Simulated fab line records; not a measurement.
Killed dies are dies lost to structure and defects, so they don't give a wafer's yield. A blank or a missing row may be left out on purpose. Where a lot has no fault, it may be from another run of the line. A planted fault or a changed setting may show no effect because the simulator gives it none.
Chamber matching + flow sky130 + 4 sister chambers for SKY_VIA2_CMP_24 on cmp-02
The step polishes, stops on SiO2, t overpolish 20 s, target thk 0 nm. 22 wafers are shown with their chamber, then 11 later ones without.

## EACH WAFER AND ITS CHAMBER
| wafer  | chamber | time to endpoint s (s) | slurry flow ml min | platen rpm (rpm) |
|--------|---------|------------------------|--------------------|------------------|
| L076.2 | 2       | 99                     | 150.5              | 60.04            |
| L076.3 | 0       | 102                    | 149.6              | 60.00            |
| L076.6 | 3       | 104                    | 151.1              | 59.99            |
| L080.1 | 0       | 101                    | 150.2              | 60.01            |
| L080.3 | 1       | 97                     | 150.2              | 59.96            |
| L080.5 | 1       | 98                     | 149.5              | 59.99            |
| L083.1 | 1       | 101                    | 150.0              | 59.99            |
| L083.3 | 2       | 103                    | 150.1              | 59.99            |
| L083.5 | 2       | 103                    | 150.7              | 60.01            |
| L084.1 | 1       | 106                    | 150.3              | 60.00            |
| L084.4 | 3       | 107                    | 150.1              | 59.94            |
| L084.6 | 0       | 106                    | 149.4              | 60.01            |
| L087.2 | 1       | 103                    | 149.5              | 60.01            |
| L087.5 | 0       | 102                    | 149.4              | 60.01            |
| L087.6 | 3       | 102                    | 149.6              | 60.01            |
| L089.3 | 1       | 102                    | 149.4              | 59.95            |
| L089.4 | 0       | 101                    | 149.9              | 60.07            |
| L089.6 | 0       | 100                    | 150.2              | 60.02            |
| L090.2 | 0       | 104                    | 149.5              | 60.00            |
| L090.3 | 2       | 102                    | 150.2              | 59.96            |
| L090.5 | 3       | 105                    | 150.2              | 60.02            |
| L091.1 | 0       | 106                    | 150.9              | 60.02            |

SIGNATURES, as means of the wafers listed above
| reading            | chamber 0 | chamber 1 | chamber 2 | chamber 3 | scatter within a chamber |
|--------------------|-----------|-----------|-----------|-----------|--------------------------|
| time to endpoint s | 102.75    | 101.17    | 101.75    | 104.50    | 2.54                     |
| slurry flow ml min | 149.887   | 149.817   | 150.375   | 150.250   | 0.478                    |
| platen rpm         | 60.0175   | 59.9833   | 60.0000   | 59.9900   | 0.0274                   |
Rule: a wafer lies at a distance from a chamber equal to the root of the sum of squares, over the readings, of (its reading less the chamber's mean, divided by the reading's scatter). If the next closest chamber is less than 2 further off than the closest, the wafer can't be placed; otherwise it belongs to the closest. The scatter: take each reading less its chamber's mean, square it, sum over the shown wafers, divide by the number of wafers less the number of chambers, and take the root.

## WAFERS WITHOUT THEIR CHAMBER
| wafer  | time to endpoint s (s) | slurry flow ml min | platen rpm (rpm) |
|--------|------------------------|--------------------|------------------|
| L091.4 | 104                    | 149.9              | 59.95            |
| L091.5 | 102                    | 149.6              | 60.02            |
| L092.2 | 108                    | 149.4              | 60.04            |
| L092.5 | 110                    | 150.2              | 59.95            |
| L092.6 | 108                    | 150.0              | 60.06            |
| L093.1 | 108                    | 149.4              | 59.96            |
| L093.2 | 104                    | 149.9              | 60.04            |
| L093.4 | 106                    | 150.2              | 60.02            |
| L096.1 | 105                    | 150.2              | 60.04            |
| L096.2 | 104                    | 150.8              | 60.00            |
| L096.4 | 104                    | 150.5              | 59.94            |

## WHICH CHAMBER EACH ONE RAN IN
| wafer  | from the rows above               | in truth |
|--------|-----------------------------------|----------|
| L091.4 | can't be placed: 3 or 1 or 2 or 0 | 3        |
| L091.5 | can't be placed: 0 or 1 or 2 or 3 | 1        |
| L092.2 | can't be placed: 0 or 3 or 1 or 2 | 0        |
| L092.5 | can't be placed: 3 or 2 or 1 or 0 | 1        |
| L092.6 | can't be placed: 0 or 3 or 2 or 1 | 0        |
| L093.1 | can't be placed: 3 or 1 or 0 or 2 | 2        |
| L093.2 | can't be placed: 0 or 2 or 3 or 1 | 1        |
| L093.4 | can't be placed: 3 or 0 or 2 or 1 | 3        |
| L096.1 | can't be placed: 0 or 3 or 2 or 1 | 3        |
| L096.2 | can't be placed: 3 or 2 or 0 or 1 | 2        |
| L096.4 | can't be placed: 3 or 2 or 1 or 0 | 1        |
Correctly placed: 0 of 11. From these rows, 11 cannot be placed; in 11 the true chamber is one of the candidates. Wrongly placed: 0.
